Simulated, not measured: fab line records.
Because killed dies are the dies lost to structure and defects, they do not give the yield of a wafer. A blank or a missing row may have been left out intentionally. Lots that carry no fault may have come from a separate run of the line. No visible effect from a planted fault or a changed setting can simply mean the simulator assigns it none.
Commonality check across tools | flow sky130 | Lots sampled 13, wafers sampled 39

== REASON IT WAS OPENED ==
SKY_GATE_OXIDE_THK_MEAS_02, reading GATE_OXIDE_OXIDATION_00_THK: flagged on 2 of 13 lots. Fault-free wafers read 10.30 nm, with a standard deviation of 0.17.
Rule: a lot is flagged when every wafer of it that has a number lies more than 4 standard deviations from that mean, or none has a number. As for the other lots, they are considered sound.

lot  | measured     | on            | GATE_OXIDE_OXIDATION_00_THK (nm), wafer by wafer | flag
L678 | day 12 10:43 | film_metro-01 | 10.22 9.91 10.00                                 |
L679 | day 12 22:15 | film_metro-02 | 10.29 10.50 10.34                                |
L680 | day 13 06:58 | film_metro-02 | 10.38 10.30 10.42                                |
L682 | day 14 00:13 | film_metro-01 | 10.31 10.45 10.40                                |
L685 | day 15 01:29 | film_metro-04 | 7.58 7.46 7.60                                   | FLAGGED
L686 | day 15 04:05 | film_metro-01 | 7.45 7.49 7.60                                   | FLAGGED
L691 | day 16 22:55 | film_metro-04 | 10.20 10.06 10.23                                |
L695 | day 18 10:31 | film_metro-01 | 10.16 10.21 10.28                                |
L697 | day 18 22:34 | film_metro-01 | 10.15 10.34 10.03                                |
L698 | day 19 08:37 | film_metro-01 | 10.34 10.25 10.40                                |
L700 | day 20 04:10 | film_metro-02 | 10.27 10.20 10.31                                |
L699 | day 20 05:34 | film_metro-04 | 10.40 10.39 10.52                                |
L701 | day 20 17:44 | film_metro-04 | 10.31 10.50 10.45                                |
The numbers of the flagged lots are 7.53 nm on average: -2.77 nm against the usual, or -16 standard deviations.

== TOOL THAT RAN EACH LOT ==
The record keeps 1 process step preceding the reading, out of 708 steps on the route. Every cell lists first the tool, next ch and the chambers used by the sampled wafers, and last the start.
lot  | flag    | SKY_GATE_OXIDE_OXIDATION_01
L678 |         | furnace-01 ch 0, day 12 09:18
L679 |         | furnace-01 ch 0, day 12 20:50
L680 |         | furnace-01 ch 0, day 13 05:32
L682 |         | furnace-02 ch 0, day 13 22:47
L685 | FLAGGED | furnace-01 ch 0, day 15 00:05
L686 | FLAGGED | furnace-01 ch 0, day 15 02:40
L691 |         | furnace-02 ch 0, day 16 21:29
L695 |         | furnace-02 ch 0, day 18 09:06
L697 |         | furnace-01 ch 0, day 18 21:09
L698 |         | furnace-01 ch 0, day 19 07:12
L700 |         | furnace-01 ch 0, day 20 02:45
L699 |         | furnace-01 ch 0, day 20 04:10
L701 |         | furnace-01 ch 0, day 20 16:19
What is done by these steps:
- SKY_GATE_OXIDE_OXIDATION_01: stabilise 600 s, purge 300 s, target thk 10.268 nm.
- SKY_GATE_OXIDE_THK_MEAS_02

== FLAGGED OVER TOTAL, TOOL BY TOOL (the gauges that took the reading come last) ==
step                        | tool          | lots run | flagged | share of the flagged lots | sound lots run after its first flagged lot
SKY_GATE_OXIDE_OXIDATION_01 | furnace-01    | 10       | 2       | all                       | 5 (L697,L698,L700,L699,L701)
SKY_GATE_OXIDE_OXIDATION_01 | furnace-02    | 3        | 0       | none                      | -
SKY_GATE_OXIDE_THK_MEAS_02  | film_metro-01 | 6        | 1       | some                      | 3 (L695,L697,L698)
SKY_GATE_OXIDE_THK_MEAS_02  | film_metro-02 | 3        | 0       | none                      | -
SKY_GATE_OXIDE_THK_MEAS_02  | film_metro-04 | 4        | 1       | some                      | 3 (L691,L699,L701)

== THE TABLE: WHAT IT ALLOWS ==
Rows of the table that ran each flagged lot: 1, that is furnace-01 at SKY_GATE_OXIDE_OXIDATION_01.
- furnace-01 at SKY_GATE_OXIDE_OXIDATION_01: 2 of its 10 lots flagged. Sound lots ran on it after the first flagged one (L697, L698, L700, L699, L701), which a lasting fault on the whole tool wouldn't allow.
Every row of the table either missed a flagged lot or ran a sound lot after the first.

== WHAT THE SIMULATOR HAD INSERTED ==
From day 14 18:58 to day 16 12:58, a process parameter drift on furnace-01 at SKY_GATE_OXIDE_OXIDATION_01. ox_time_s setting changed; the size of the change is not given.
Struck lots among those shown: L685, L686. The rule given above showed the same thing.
